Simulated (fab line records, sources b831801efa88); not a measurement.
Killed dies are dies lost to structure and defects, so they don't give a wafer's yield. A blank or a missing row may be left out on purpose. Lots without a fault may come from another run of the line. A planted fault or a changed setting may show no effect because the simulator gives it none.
fab line records | flow sky130
record lots=7 wafers=21 last_day=50
route steps=708 shown VT_ADJUST_HVTP@87 VT_ADJUST_LVTN@97 PAD_OPEN@708
lots that met no fault: from a run of the same line without faults
start_h: hours from the record's first day to the start of the lot's first wafer shown | wait_h: hours since the lot's step before | " the same as in the row above | L1.1+2: a row that stands for several wafers | - no value, or no start given | * or withheld: withheld | < > ~ a bound
route shown NAME@n: a module of which the file shows steps, and the number in the route of the first | usual: mean/standard deviation of fault-free wafers | same: alike in all rows | chamber/n: place in a boat | sites: the reading at each site | _std_site: their standard deviation | _edge_site: outer sites' mean less inner sites' | radius_mm: how far each site lies from the wafer's centre | mask NAME#n: copy n | behind: the tool/chamber that last shaped the wafer | hold: why the lot was held/for how many hours/how that ended | device: the transistor (n, p or np) that didn't switch | end of line: the same wafers' tests at the end of the route | a step without rows: its recipe alone | killed: dies lost to structure and defects at the first sort, not the wafer's yield | map: a wafer's dies, x killed, . not, _ none there
set.NAME: the setting as run; set.NAME@STEP: as run at that earlier step | model.NAME: the simulator's own value behind a step, which no gauge read
lots at some steps of the route; a table a step, a row a wafer
services: from which hour (start_h, from the record's first day; less than 0 if before it) a tool's chamber was out of use, for how many hours, and why
## steps
# step SKY_VT_ADJUST_HVTP_COAT_02
# recipe resist=NOVOLAK spin_rpm=3000 resist_thk_nm=1140
# step SKY_VT_ADJUST_HVTP_SOFTBAKE_03
# recipe temp_c=90 time_s=60 resist=NOVOLAK
# step SKY_VT_ADJUST_HVTP_EXPOSE_04
# recipe mask_id=HVTPM na=0.6 source_shape=conventional sigma_outer=0.6 polarization=unpolarized target_cd_nm=380 dose_mj=140
# step SKY_VT_ADJUST_HVTP_PEB_05
# recipe temp_c=withheld time_s=* resist=NOVOLAK
# step SKY_VT_ADJUST_HVTP_DEVELOP_06
# recipe resist=NOVOLAK developer=TMAH develop_time_s=60 dev_temp_c=23
# step SKY_VT_ADJUST_HVTP_CD_MEAS_07
# recipe target_cd_nm=380
# usual cd_nm=380.0/2.5
# columns lot.wafer tool chamber start_h wait_h cd_nm
L818.3 cd_sem-02 - 148.80 0.1 377.2
L818.4 " - " " 378.4
L818.6 " - " " 382.1
L819.1 cd_sem-02 - 149.10 0.1 380.2
L819.2 " - " " 381.0
L819.3 " - " " 378.7
L823.1 cd_sem-02 - 172.11 0.1 376.6
L823.5 " - " " 373.8
L823.6 " - " " 377.3
L824.3 cd_sem-01 - 179.90 0.1 382.2
L824.4 " - " " 382.7
L824.6 " - " " 383.1
L825.1 cd_sem-02 - 187.66 0.1 379.1
L825.3 " - " " 381.0
L825.4 " - " " 379.4
L826.1 cd_sem-02 - 192.81 0.1 376.4
L826.5 " - " " 378.4
L826.6 " - " " 377.5
L836.2 cd_sem-02 - 255.57 0.1 381.2
L836.4 " - " " 379.8
L836.6 " - " " 380.1
# step SKY_VT_ADJUST_HVTP_OVL_MEAS_08
# usual VT_ADJUST_HVTP_OVL=1.2/1.3
# columns lot.wafer tool chamber start_h wait_h VT_ADJUST_HVTP_OVL[nm]
L818.3 overlay-01 - 148.89 0.1 1.6
L818.4 " - " " 1.4
L818.6 " - " " 2.1
L819.1 overlay-02 - 149.22 0.1 -1.0
L819.2 " - " " -0.9
L819.3 " - " " -1.9
L823.1 overlay-01 - 172.23 0.1 1.3
L823.5 " - " " 0.9
L823.6 " - " " -0.4
L824.3 overlay-02 - 179.99 0.1 1.7
L824.4 " - " " 2.2
L824.6 " - " " 2.4
L825.1 overlay-01 - 187.78 0.1 0.3
L825.3 " - " " -1.3
L825.4 " - " " 0.8
L826.1 overlay-02 - 192.93 0.1 1.3
L826.5 " - " " 0.9
L826.6 " - " " 0.2
L836.2 overlay-02 - 255.68 0.1 -0.1
L836.4 " - " " 1.4
L836.6 " - " " -0.1
# step SKY_VT_ADJUST_HVTP_IMPLANT_09
# recipe species=As energy_kev=150 dose_cm2=4.3e+12 tilt_deg=withheld
# step SKY_VT_ADJUST_HVTP_STRIP_10
# recipe chemistry=O2/N2 power_w=1400 pressure_mtorr=1500 platen_temp_c=withheld o2_flow_sccm=3000 n2_flow_sccm=300 overash_fraction=0.5
# usual drypump_motor_current_A=5.9/0.4 oes_product_au=0.715/0.0045 strip_time_to_endpoint_s=14.19/0.049
# columns lot.wafer tool chamber start_h wait_h drypump_motor_current_A oes_product_au rf_hours_counter_h strip_time_to_endpoint_s
L818.3 plasma_asher-01 0 149.10 0.1 6.1 0.715 - 14.26
L818.4 " 1 " " 6.6 0.719 - 14.26
L818.6 " 0 " " 6.1 0.718 - 14.24
L819.1 plasma_asher-04 1 149.41 0.1 5.3 0.707 33 14.18
L819.2 " 0 " " 6.0 0.716 33 14.16
L819.3 " 1 " " 5.3 0.713 - 14.20
L823.1 plasma_asher-02 0 172.41 0.1 5.8 0.722 47 14.14
L823.5 " 1 " " 6.0 0.722 - 14.21
L823.6 " 0 " " 5.8 0.709 - 14.18
L824.3 plasma_asher-02 1 180.20 0.1 6.1 0.715 - 14.27
L824.4 " 0 " " 5.8 0.707 - 14.24
L824.6 " 1 " " 6.1 0.720 - 14.29
L825.1 plasma_asher-04 0 187.97 0.1 6.0 0.707 37 14.17
L825.3 " 1 " " 5.2 0.715 - 14.19
L825.4 " 0 " " 6.0 0.718 - 14.14
L826.1 plasma_asher-04 1 193.12 0.1 5.3 0.715 37 14.23
L826.5 " 1 " " 5.3 0.713 - 14.18
L826.6 " 0 " " 6.0 0.718 - 14.21
L836.2 plasma_asher-02 1 255.86 0.1 6.1 0.720 55 14.17
L836.4 " 1 " " 6.1 0.713 - 14.10
L836.6 " 1 " " 6.1 0.717 - 14.10
# step SKY_VT_ADJUST_HVTP_TW_MEAS_11
# usual VT_ADJUST_HVTP_TW=1357/13
# columns lot.wafer tool chamber start_h wait_h VT_ADJUST_HVTP_TW
L818.3 film_metro-03 - 149.19 0.1 1357
L818.4 " - " " 1363
L818.6 " - " " 1360
L819.1 film_metro-01 - 149.51 0.1 1345
L819.2 " - " " 1339
L819.3 " - " " 1342
L823.1 film_metro-03 - 172.51 0.1 1374
L823.5 " - " " 1367
L823.6 " - " " 1364
L824.3 film_metro-01 - 180.29 0.1 1338
L824.4 " - " " 1335
L824.6 " - " " 1340
L825.1 film_metro-03 - 188.07 0.1 1367
L825.3 " - " " 1363
L825.4 " - " " 1359
L826.1 film_metro-03 - 193.22 0.1 1357
L826.5 " - " " 1357
L826.6 " - " " 1358
L836.2 film_metro-01 - 255.97 0.1 1341
L836.4 " - " " 1337
L836.6 " - " " 1333
# step SKY_VT_ADJUST_LVTN_DEHYDRATE_00
# recipe temp_c=200 time_s=60
# step SKY_VT_ADJUST_LVTN_HMDS_01
# recipe prime_time_s=60 prime_temp_c=120
# step SKY_VT_ADJUST_LVTN_COAT_02
# recipe spin_rpm=2000 resist_thk_nm=3000
# columns lot.wafer tool chamber start_h wait_h model.coat_of_VT_ADJUST_LVTN_COAT_02.thk_nm
L818.3 litho_track-04 0 159.01 0.1 3000
L818.4 " 0 " " 2997
L818.6 " 0 " " 3004
L819.1 litho_track-02 0 159.35 0.1 2993
L819.2 " 0 " " 3000
L819.3 " 0 " " 3010
L823.1 litho_track-04 0 182.01 0.1 3014
L823.5 " 0 " " 2393
L823.6 " 0 " " 3011
L824.3 litho_track-04 0 190.06 0.1 2383
L824.4 " 0 " " 3005
L824.6 " 0 " " 3013
L825.1 litho_track-04 0 198.86 0.1 3012
L825.3 " 0 " " 2389
L825.4 " 0 " " 3005
L826.1+6 litho_track-03 0 203.80 0.1 3007
L826.5 " 0 " " 2999
L836.2 litho_track-02 0 267.73 0.1 3024
L836.4 " 0 " " 3017
L836.6 " 0 " " 3021
# step SKY_VT_ADJUST_LVTN_SOFTBAKE_03
# recipe temp_c=110 time_s=withheld
# step SKY_VT_ADJUST_LVTN_EXPOSE_04
# recipe mask_id=NWM_COMPLEMENT_LESS_NATIVE na=0.6 source_shape=conventional sigma_outer=0.6 polarization=unpolarized target_cd_nm=840 dose_mj=194
# step SKY_VT_ADJUST_LVTN_PEB_05
# recipe temp_c=115 time_s=withheld
# step SKY_VT_ADJUST_LVTN_DEVELOP_06
# recipe wall_angle_deg=90 developer=TMAH develop_time_s=60 dev_temp_c=23
# columns lot.wafer tool chamber start_h wait_h model.coat_of_VT_ADJUST_LVTN_COAT_02.thk_nm
L818.3 litho_track-02 0 - - 2996
L818.4 " 0 " " 2992
L818.6 " 0 " " 3000
L819.1 litho_track-02 0 - - 2989
L819.2 " 0 " " 2996
L819.3 " 0 " " 3006
L823.1 litho_track-03 0 - - 3010
L823.5 " 0 " " 2389
L823.6 " 0 " " 3007
L824.3 litho_track-04 0 - - 2379
L824.4 " 0 " " 3001
L824.6 " 0 " " 3008
L825.1 litho_track-04 0 - - 3008
L825.3 " 0 " " 2385
L825.4 " 0 " " 3001
L826.1 litho_track-04 0 - - 3002
L826.5 " 0 " " 2995
L826.6 " 0 " " 3003
L836.2 litho_track-02 0 - - 3020
L836.4 " 0 " " 3013
L836.6 " 0 " " 3017
# step SKY_VT_ADJUST_LVTN_OVL_MEAS_07
# usual VT_ADJUST_LVTN_OVL=-0.2/1.4
# columns lot.wafer tool chamber start_h wait_h VT_ADJUST_LVTN_OVL[nm]
L818.3 overlay-01 - 168.91 - 1.1
L818.4 " - " " 1.1
L818.6 " - " " 0.0
L819.1 overlay-02 - 169.25 - 1.2
L819.2 " - " " 0.9
L819.3 " - " " 1.3
L823.1 overlay-02 - 192.75 - -1.9
L823.5 " - " " -2.0
L823.6 " - " " -2.3
L824.3 overlay-01 - 201.92 - -0.6
L824.4 " - " " -1.0
L824.6 " - " " 0.4
L825.1 overlay-01 - 209.91 - 0.5
L825.3 " - " " -0.1
L825.4 " - " " -0.3
L826.1 overlay-02 - 215.31 - -2.6
L826.5 " - " " -1.8
L826.6 " - " " -2.1
L836.2 overlay-01 - 280.36 - -0.8
L836.4 " - " " -0.8
L836.6 " - " " 0.5
# step SKY_VT_ADJUST_LVTN_IMPLANT_08
# recipe species=B energy_kev=30 dose_cm2=1.57e+12 tilt_deg=withheld
# step SKY_VT_ADJUST_LVTN_STRIP_09
# recipe chemistry=O2/N2 power_w=1400 pressure_mtorr=1500 platen_temp_c=withheld o2_flow_sccm=3000 n2_flow_sccm=300 overash_fraction=0.5
# usual drypump_motor_current_A=6.01/0.29 oes_product_au=0.723/0.0052 strip_time_to_endpoint_s=36.97/0.11
# columns lot.wafer tool chamber start_h wait_h drypump_motor_current_A oes_product_au rf_hours_counter_h strip_time_to_endpoint_s
L818.3 plasma_asher-02 1 169.12 0.1 6.09 0.734 - 36.92
L818.4 " 0 " " 5.80 0.727 - 36.88
L818.6 " 0 " " 5.79 0.732 - 36.96
L819.1 plasma_asher-03 1 169.44 0.1 5.72 0.731 5 36.84
L819.2 " 0 " " 5.80 0.725 5 36.91
L819.3 " 1 " " 5.75 0.724 - 37.04
L823.1 plasma_asher-02 1 192.93 0.1 6.10 0.717 49 37.07
L823.5 " 0 " " 5.79 0.719 - 29.93
L823.6 " 1 " " 6.09 0.721 - 37.05
L824.3 plasma_asher-03 1 202.13 0.1 5.73 0.726 - 29.82
L824.4 " 0 " " 5.80 0.719 - 36.98
L824.6 " 1 " " 5.71 0.721 - 37.06
L825.1 plasma_asher-02 0 210.10 0.1 5.79 0.726 51 37.06
L825.3 " 1 " " 6.08 0.721 - 29.88
L825.4 " 0 " " 5.78 0.729 - 36.98
L826.1 plasma_asher-01 0 215.50 0.1 6.14 0.721 55 36.98
L826.5 " 0 " " 6.15 0.723 - 36.90
L826.6 " 1 " " 6.69 0.720 - 36.98
L836.2 plasma_asher-02 1 280.54 0.1 6.09 0.723 58 37.19
L836.4 " 1 " " 6.07 0.729 - 37.13
L836.6 " 1 " " 6.09 0.726 - 37.15
# step SKY_VT_ADJUST_LVTN_TW_MEAS_10
# usual VT_ADJUST_LVTN_TW=240.2/1.5
# columns lot.wafer tool chamber start_h wait_h VT_ADJUST_LVTN_TW
L818.3 film_metro-03 - 169.21 0.1 242.7
L818.4 " - " " 243.6
L818.6 " - " " 241.7
L819.1 film_metro-03 - 169.54 0.1 243.0
L819.2 " - " " 242.2
L819.3 " - " " 242.4
L823.1 film_metro-01 - 193.03 0.1 237.7
L823.5 " - " " 240.1
L823.6 " - " " 238.9
L824.3 film_metro-02 - 202.22 0.1 238.8
L824.4 " - " " 239.3
L824.6 " - " " 239.6
L825.1 film_metro-03 - 210.20 0.1 242.3
L825.3 " - " " 240.6
L825.4 " - " " 242.7
L826.1 film_metro-02 - 215.60 0.1 238.8
L826.5 " - " " 239.2
L826.6 " - " " 239.4
L836.2 film_metro-02 - 280.65 0.1 240.2
L836.4 " - " " 240.3
L836.6 " - " " 239.5
# step SKY_PAD_OPEN_PROBE_99
# usual killed_at_M0_to_M3=43/6.8 killed_at_M4_up=3.2/1.7 killed_at_contacts=24/5.7 killed_at_front_end=16/4.3 killed_at_other=0.3/0.56 killed_dies=86/9.5 killed_open=47/6.9 killed_short=39/5.8
# same gross_dies=492 killed_at_back_side=0
# columns lot.wafer tool chamber start_h wait_h killed_at_M0_to_M3 killed_at_M4_up killed_at_contacts killed_at_front_end killed_at_other killed_dies killed_open killed_short
L819.1 prober-01 - 1099.98 0.1 41 2 22 11 0 76 37 39
L819.2 prober-01 - 1100.03 0.1 43 5 27 14 0 89 51 38
L819.3 prober-01 - 1100.08 0.2 43 2 25 16 2 88 50 37
# killed by level:class
L819.1 VIA3:geometric_particle:open=11 VIA3:geometric_particle:short=9 VIA1:geometric_particle:open=8 CONTACT:geometric_particle:short=6 LOCAL_INTERCONNECT:geometric_particle:short=5 CONTACT:geometric_particle:open=5 METAL2:geometric_particle:short=5 POLY_GATE:geometric_particle:open=4
L819.2 VIA3:geometric_particle:open=9 CONTACT:geometric_particle:open=8 VIA2:geometric_particle:open=8 LI_CONTACT:geometric_particle:open=7 LOCAL_INTERCONNECT:geometric_particle:short=7 VIA3:geometric_particle:short=7 VIA1:geometric_particle:open=6 POLY_GATE:geometric_particle:short=5
L819.3 CONTACT:geometric_particle:open=8 LI_CONTACT:geometric_particle:open=7 VIA3:geometric_particle:open=7 FIELD_ISO:geometric_particle:open=6 POLY_GATE:geometric_particle:short=5 VIA1:geometric_particle:open=5 VIA2:geometric_particle:open=5 VIA3:geometric_particle:short=5
## services
# columns tool chamber start_h hours kind
litho_track-03 - 204.08 - consumable_replace:filter
plasma_asher-03 - 220.70 3.4 repair
plasma_asher-04 - 245.35 5.1 repair
## key
first_sign step=SKY_VT_ADJUST_LVTN_STRIP_09 reading=strip_time_to_endpoint_s direction=down sigmas=68 usual=* struck=*
effect none on later readings
model_effect step=SKY_VT_ADJUST_LVTN_COAT_02 value=coat_of_VT_ADJUST_LVTN_COAT_02.thk_nm without=3007 struck=2389
model_effect step=SKY_VT_ADJUST_LVTN_DEVELOP_06 value=coat_of_VT_ADJUST_LVTN_COAT_02.thk_nm without=3003 struck=2384
met_at SKY_VT_ADJUST_LVTN_COAT_02
struck_wafers L823.5,L824.3,L825.3
tester_left_out L823,L824,L825
onset_between 159.01 182.01
fault kind=process_parameter_drift tool=litho_track-04 chamber=- onset_h=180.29 steps=SKY_VT_ADJUST_LVTN_COAT_02 channel=resist_thk_nm offset=-617.04 shape=step end_h=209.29 scope=struck_wafers_only acts_in=these_recipes_only stated=3000
# tester_left_out: of these lots the tester's yield and bins aren't shown, on N5 and GAA mostly nor the transistor test; their killed dies are dies lost to structure and defects alone, not to doping, threshold or leakage, so they don't give the yield
